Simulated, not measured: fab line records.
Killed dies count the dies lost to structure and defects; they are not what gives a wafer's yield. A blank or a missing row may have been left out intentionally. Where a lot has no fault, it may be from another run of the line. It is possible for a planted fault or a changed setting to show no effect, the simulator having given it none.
Problem report in the 8D (eight disciplines) form, filled by code || flow sfq_line || the parts of the form that need people (team, actions taken, sign-off) are left out

1. WHAT IS WRONG
SFQ_TRILAYER_I3_METRO_MEASURE_083, thk_nm: mean 252.7 nm over 1 wafer from 1 lot; wafers with no fault: 199.8 nm, standard deviation 1.3. Relative to the usual mean, that is a shift of +41 standard deviations.
Earliest sighting: wafer L440.4 on film_metro-02 at day 45 03:47. The record holds 39 wafers of 13 lots with a number at this step. By rule, "out" or "out of limits" means more than 4 standard deviations away from the usual mean. Any other wafer with a number is counted as sound.

2. WHAT IT IS, WHAT IT ISN'T
{"question": "which readings at this step", "is": "thk_nm", "is not": "-"}
{"question": "which lots", "is": "L440", "is not": "L436, L437, L443, L449, L452, L453, L454, L455, L456, L457, L458, L459"}
{"question": "which wafers of those lots", "is": "L440.4", "is not": "L440.3, L440.6"}
{"question": "read on which tools", "is": "film_metro-02", "is not": "film_metro-01, film_metro-04"}
{"question": "when", "is": "from day 45 03:47", "is not": "up to then (8 sound wafers); but 30 sound wafers of L443, L449, L452, L453, L454, L455, L456, L457, L458, L459 came after"}

3. SUSPECTS, AND WHAT RULES EACH OUT
Counting: a tool at a process step up to the reading stays a suspect if it ran every lot that is out. Sound lots after the first of them don't rule it out here, since some wafers of a struck lot are sound.
- cmp-01 at SFQ_TRILAYER_I2_CMP_CMP_064 (polishes SiO2): kept. It ran the lot that is out, L440 (day 38 16:56); its last sound lot up to then is L437 (day 37 01:56).
- cmp-01 at SFQ_TRILAYER_I3_CMP_CMP_082 (polishes SiO2): kept. It ran the lot that is out, L440 (day 44 21:01); its last sound lot up to then is L436 (day 38 06:56).
- film_metro-02 at SFQ_TRILAYER_I3_METRO_MEASURE_083: kept. It ran the lot that is out, L440 (day 45 03:47). Its own thk_nm readings are out on those wafers.
- In cmp-01 at SFQ_TRILAYER_I2_CMP_CMP_064, the wafers that are out were processed in chamber 1 and their sound lot-mates in chambers 0, 2.
- In cmp-01 at SFQ_TRILAYER_I3_CMP_CMP_082, the wafers that are out were processed in chamber 0 and their sound lot-mates in chambers 1, 3.
cmp-01 at SFQ_TRILAYER_I2_CMP_CMP_064, cmp-01 at SFQ_TRILAYER_I3_CMP_CMP_082 and film_metro-02 at SFQ_TRILAYER_I3_METRO_MEASURE_083 are what is left after counting.

4. THE CAUSE (what the simulator had put in)
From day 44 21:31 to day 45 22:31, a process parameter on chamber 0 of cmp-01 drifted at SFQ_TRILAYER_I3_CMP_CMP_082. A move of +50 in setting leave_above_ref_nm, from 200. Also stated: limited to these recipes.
3 suspects survive the count, and this tool is in that group.

5. THE CHAIN OF EFFECTS, in route order
Each row: a reading where the mean over the struck wafers with a number is more than 3 standard deviations away from the usual. Only readings whose record carries a usual standard deviation are examined. hours: median over the lots of the time between each lot's start at the first step of this table that gives one and its start at this step. sigmas: the change, counted in usual standard deviations.
{"hours": 0, "step": "SFQ_TRILAYER_I3_CMP_CMP_082", "reading": "time_to_endpoint_s", "usual": "216 s", "on struck wafers": 190, "change": -26, "sigmas": -3.3}
{"hours": 7, "step": "SFQ_TRILAYER_I3_METRO_MEASURE_083", "reading": "thk_nm", "usual": "199.8 nm", "on struck wafers": 252.7, "change": "+52.9", "sigmas": "+41"}
{"hours": 109, "step": "SFQ_TRILAYER_I3_VIA_ETCH_VIA_ETCH_088", "reading": "oes_product_au", "usual": "0.854 a.u.", "on struck wafers": 0.985, "change": "+0.131", "sigmas": "+25"}
It contains these process steps:
- SFQ_TRILAYER_I3_CMP_CMP_082: polishes SiO2.
- SFQ_TRILAYER_I3_METRO_MEASURE_083
- SFQ_TRILAYER_I3_VIA_ETCH_VIA_ETCH_088: etches SiO2 in CHF3, stops on Nb, target depth 260 nm.
At these later measuring or inspecting steps, every struck wafer for which the step has a row has a number for every such reading, and none has moved that far: SFQ_M8_BOW_MEAS_951.

6. WHAT WOULD HAVE CAUGHT IT SOONER
In this record no reading fell out of limits until day 45 03:47, 6 hours after the fault had begun at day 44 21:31.
Tool readings at SFQ_TRILAYER_I3_CMP_CMP_082 with a usual standard deviation given in the record: none out on any struck wafer, hence no alarm at a limit of 4 standard deviations on them.
By day 45 03:47 the whole set of lots that are out, 1 in number, had already begun SFQ_TRILAYER_I3_CMP_CMP_082 on cmp-01. None of them would have been spared by holding the tool at that moment.
